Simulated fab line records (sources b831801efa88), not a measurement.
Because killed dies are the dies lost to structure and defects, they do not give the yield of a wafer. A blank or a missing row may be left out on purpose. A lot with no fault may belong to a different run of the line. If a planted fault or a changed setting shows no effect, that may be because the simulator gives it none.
What tool caused it? ; flow gf180mcu ; 36 wafers sampled from 12 lots at 1 step of a route of 602

## WHAT THE GAUGES READ, wafer by wafer
GF_V3_THK_MEAS_03.
lot;measured;on;V3_CVD_02_THK (nm)
L075;day 22 11:12;film_metro-04;851 839 852
L077;day 22 20:21;film_metro-03;855 847 849
L078;day 23 05:58;film_metro-03;853 864 848
L081;day 24 02:16;film_metro-04;841 855 871
L083;day 24 11:42;film_metro-04;851 853 866
L085;day 25 12:20;film_metro-01;838 852 857
L087;day 26 01:27;film_metro-03;849 857 856
L089;day 26 17:53;film_metro-03;864 873 873
L091;day 27 07:31;film_metro-03;849 840 854
L093;day 27 21:49;film_metro-04;845 831 858
L095;day 28 14:22;film_metro-03;841 857 851
L097;day 28 20:48;film_metro-03;830 846 847

## TOOL THAT RAN EACH LOT (tool first, then ch and the chambers of the sampled wafers, then the start)
Before these readings, the record contains no process step.

## THE ANSWER, worked out from the rows above alone
Rule: usual is defined by the lots themselves. The widest of any qualifying gaps counts: lots, ordered by their means at a reading, are off when they make up no more than a third of the lots, leave a main group of 4 or more, and stand apart from it by 3 or more times the standard deviation of that group's means. The tables above print the reading to a certain number of digits; a main group whose means all agree to those digits is not used. A lot without any number at a reading at which 4 lots or more have one is off too. The other lots that the step has rows for count as sound.
No lot is off on any of the readings shown, so nothing can be concluded from this.

## WHAT HAD BEEN PUT IN BY THE SIMULATOR
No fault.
